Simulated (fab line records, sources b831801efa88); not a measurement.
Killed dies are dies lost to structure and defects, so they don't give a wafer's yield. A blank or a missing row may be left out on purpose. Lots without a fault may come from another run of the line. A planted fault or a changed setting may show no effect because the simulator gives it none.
Problem report in the 8D (eight disciplines) form, filled by code | flow sky130 | the parts of the form that need people (team, actions taken, sign-off) are left out

1. THE PROBLEM
bias_w at SKY_METAL3_ETCH_16 reads a mean of 92.7 W on 3 wafers of 2 lots; wafers without a fault read 100.0 W with a standard deviation of 0.32. That is -23 standard deviations from the usual mean.
The step: etches BARC in N2/H2, stops on SiO2, time 88.2 s, target depth 60 nm.
First seen on wafer L715.1, day 42 00:36, on rie_metal-04. The record holds 35 wafers of 12 lots with a number at this step. Rule for "out", or "out of limits": more than 4 standard deviations from the usual mean. The other wafers with a number count as sound.

2. WHAT IT IS AND WHAT IT IS NOT
question                    | is                     | is not
which readings at this step | bias_w                 | drypump_motor_current_A, oes_product_au, throttle_valve_pct
which lots                  | L715, L716             | L706, L708, L709, L710, L713, L714, L719, L726, L727, L728
which wafers of those lots  | L715.1, L716.2, L716.6 | L715.2, L715.5, L716.4
read on which tools         | rie_metal-04           | rie_metal-01, rie_metal-03
when                        | from day 42 00:36      | up to then (20 sound wafers); but 12 sound wafers of L716, L719, L726, L727, L728 came after

3. SUSPECTS, AND WHAT RULES EACH OUT
Counting: a tool at a process step up to the reading stays a suspect if it ran every lot that is out. Sound lots after the first of them don't rule it out here, since some wafers of a struck lot are sound.
- cmp-01 at SKY_VIA2_CMP_02 (polishes SiO2): kept. It ran every lot that is out, first L715 (day 38 19:40); its last sound lot up to then is L714 (day 37 19:18).
- rie_metal-04 at SKY_METAL3_ETCH_16 (etches BARC in N2/H2, stops on SiO2, time 88.2 s, target depth 60 nm): kept. It ran every lot that is out, first L715 (day 42 00:36); its last sound lot up to then is L713 (day 40 22:11). Its own readings are out on those wafers: bias_w.
- Within rie_metal-04 at SKY_METAL3_ETCH_16: the wafers that are out ran in chamber 0; their sound lot-mates ran in chamber 1.
Left after counting: cmp-01 at SKY_VIA2_CMP_02, rie_metal-04 at SKY_METAL3_ETCH_16.

4. THE CAUSE (what the simulator had put in)
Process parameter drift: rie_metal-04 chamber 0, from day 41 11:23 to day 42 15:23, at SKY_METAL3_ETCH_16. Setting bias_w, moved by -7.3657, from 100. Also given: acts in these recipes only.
Counting left 2 suspects, and this tool is among them.

5. THE CHAIN OF EFFECTS, in route order
Each row: a reading whose mean over the struck wafers that have a number lies more than 3 standard deviations from the usual. Only readings for which the record gives a usual standard deviation are gone through. hours: the time from each lot's start at the first step in this table that gives one to its start at this step, as a median over the lots. sigmas: the change in usual standard deviations.
hours | step               | reading | usual   | on struck wafers | change | sigmas
0     | SKY_METAL3_ETCH_16 | bias_w  | 100.0 W | 92.7             | -7.3   | -23
The process steps in it:
- SKY_METAL3_ETCH_16: etches BARC in N2/H2, stops on SiO2, time 88.2 s, target depth 60 nm.

6. WHAT WOULD HAVE CAUGHT IT SOONER
In this record the first reading out of limits was taken at day 42 00:36, 13 hours after the fault began at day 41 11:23.
